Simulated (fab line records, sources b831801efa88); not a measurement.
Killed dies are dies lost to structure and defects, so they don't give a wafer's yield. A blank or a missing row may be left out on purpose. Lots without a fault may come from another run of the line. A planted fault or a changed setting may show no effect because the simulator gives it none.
A struck lot beside a sound one | flow sky130 | 42 steps out of a route of 708
Sound: wafers L877.1, L877.5, L877.6. Struck: wafer L886.4. (L886.3, L886.5 of the same lot were not struck and are left out.) The cause comes at the end.
At each step with rows: each side's tool, then ch and its chambers, then its first start. Under that, the readings that differ: sound wafers | struck wafers | difference of the means | sigmas: that difference in standard deviations of wafers without a fault.
alike: readings whose means differ by less than 2 such deviations, and words and numbers that are the same on both sides. not compared: withheld readings, readings that some wafer has no value for, bounds like >300 that may hide the same value, and numbers for which the record gives no deviation and whose values overlap.
The two part at a step that has a row with sigmas, a row that says differs or no value, or rows on one side only. Numbers that don't overlap but have no deviation are shown without sigmas and don't part them. A reading that every wafer of one side lacks parts them only if that side has two wafers or more.

first, 4 steps without rows for these wafers: SKY_PWDE_SOFTBAKE_03; SKY_PWDE_EXPOSE_04 (exposes mask PWDEM, target cd 840 nm); SKY_PWDE_PEB_05; SKY_PWDE_DEVELOP_06 (develop time 60 s).
SKY_PWDE_OVL_MEAS_07:
  sound on overlay-02, day 4 08:50; struck on overlay-01, day 6 03:51
  reading       | sound          | struck | difference | sigmas
  PWDE_OVL (nm) | -3.5 -4.1 -3.6 | 1.5    | +5.2       | +3
then, 1 step without rows for these wafers: SKY_PWDE_IMPLANT_08.
SKY_PWDE_STRIP_09: strips in O2/N2.
  sound on plasma_asher-02 ch 0,1, day 4 09:01; struck on plasma_asher-02 ch 0, day 6 04:04
  alike: drypump_motor_current_A, oes_product_au, strip_time_to_endpoint_s
  not compared: rf_hours_counter_h
SKY_PWDE_TW_MEAS_10:
  sound on film_metro-04, day 4 09:07; struck on film_metro-03, day 6 04:08
  reading | sound       | struck | difference | sigmas
  PWDE_TW | 377 378 379 | 364    | -14        | -3
then, 4 steps without rows for these wafers: SKY_NWELL_DEHYDRATE_03 (time 60 s); SKY_NWELL_HMDS_04 (prime time 60 s); SKY_NWELL_COAT_05 (resist thk 3000 nm); SKY_NWELL_SOFTBAKE_06.
SKY_NWELL_EXPOSE_07: exposes mask NWM, target cd 840 nm.
  sound on iline_stepper-02 ch 0, day 4 18:23; struck on iline_stepper-02 ch 0, day 6 13:30
  alike: mask, focus_offset_nm, reticle_temp_C
then, 2 steps without rows for these wafers: SKY_NWELL_PEB_08; SKY_NWELL_DEVELOP_09 (develop time 60 s).
SKY_NWELL_OVL_MEAS_10:
  sound on overlay-02, day 5 02:20; struck on overlay-01, day 6 23:28
  alike: NWELL_00_OVL
then, 3 steps without rows for these wafers: SKY_NWELL_IMPLANT_11; SKY_NWELL_IMPLANT_12; SKY_NWELL_IMPLANT_13.
SKY_NWELL_STRIP_14: strips in O2/N2.
  sound on plasma_asher-02 ch 0,1, day 5 02:49; struck on plasma_asher-01 ch 0, day 6 23:59
  alike: drypump_motor_current_A, oes_product_au, strip_time_to_endpoint_s
  not compared: rf_hours_counter_h
SKY_NWELL_TW_MEAS_15:
  sound on film_metro-01, day 5 02:55; struck on film_metro-04, day 7 00:04
  alike: NWELL_TW
then, 7 steps without rows for these wafers: SKY_NWELL_DEHYDRATE_16 (time 60 s); SKY_NWELL_HMDS_17 (prime time 60 s); SKY_NWELL_COAT_18 (resist thk 3000 nm); SKY_NWELL_SOFTBAKE_19; SKY_NWELL_EXPOSE_20 (exposes mask NWM COMPLEMENT, target cd 840 nm); SKY_NWELL_PEB_21; SKY_NWELL_DEVELOP_22 (develop time 60 s).
SKY_NWELL_OVL_MEAS_23:
  sound on overlay-01, day 5 20:55; struck on overlay-01, day 7 20:45
  alike: NWELL_01_OVL
then, 1 step without rows for these wafers: SKY_NWELL_IMPLANT_24.
SKY_NWELL_STRIP_25: strips in O2/N2.
  sound on plasma_asher-04 ch 0,1, day 5 21:07; struck on plasma_asher-02 ch 1, day 7 20:58
  alike: drypump_motor_current_A, oes_product_au, strip_time_to_endpoint_s
  not compared: rf_hours_counter_h
SKY_NWELL_TW_MEAS_26:
  sound on film_metro-04, day 5 21:13; struck on film_metro-04, day 7 21:02
  alike: NWELL_2_TW
then, 1 step without rows for these wafers: SKY_NWELL_CLEAN_27 (cleans in SC1/SC2, time 150 s).
SKY_NWELL_RTA_28: time 30 s.
  sound on rtp_anneal-02 ch 0, day 5 21:22; struck on rtp_anneal-02 ch 0, day 7 21:10
  alike: lamp_power_pct, wafer_temp_C_max
SKY_NWELL_RS_MEAS_29: measures by four-point-probe.
  sound on film_metro-03, day 5 21:28; struck on film_metro-04, day 7 21:17
  alike: NWELL_RS
SKY_NWELL_RS_MEAS_31: measures by four-point-probe.
  sound on film_metro-03, day 5 21:43; struck on film_metro-04, day 7 21:31
  alike: PWDE_RS
then, 5 steps without rows for these wafers: SKY_VT_ADJUST_HVTP_DEHYDRATE_00 (time 60 s); SKY_VT_ADJUST_HVTP_HMDS_01 (prime time 60 s); SKY_VT_ADJUST_HVTP_COAT_02 (resist thk 1140 nm); SKY_VT_ADJUST_HVTP_SOFTBAKE_03 (time 60 s); SKY_VT_ADJUST_HVTP_EXPOSE_04 (exposes mask HVTPM, target cd 380 nm).
-- the record jumps here: 41 days lie between the struck wafers' starts before and after (it left off in module VT_ADJUST_HVTP and takes up again in module PAD_OPEN, whose first step shown is number 708 of the route) --
SKY_PAD_OPEN_PROBE_99:
  sound on prober-01, day 46 22:02; struck on prober-02, day 48 22:18
  reading                             | sound         | struck | difference | sigmas
  killed_at_contacts                  | 28 29 30      | 18     | -11        | -2
  killed_open                         | 46 66 52      | 40     | -15        | -2
  model.etest.res_nwell.width_nm (nm) | 836 825.3 838 | 870    | +37        |
  alike: killed_at_M0_to_M3, killed_at_M4_up, killed_at_front_end, killed_at_other, killed_dies, killed_short

WHERE THEY PART
First at SKY_PWDE_OVL_MEAS_07; last, within this record, at SKY_PAD_OPEN_PROBE_99.

WHY: what the simulator had put in
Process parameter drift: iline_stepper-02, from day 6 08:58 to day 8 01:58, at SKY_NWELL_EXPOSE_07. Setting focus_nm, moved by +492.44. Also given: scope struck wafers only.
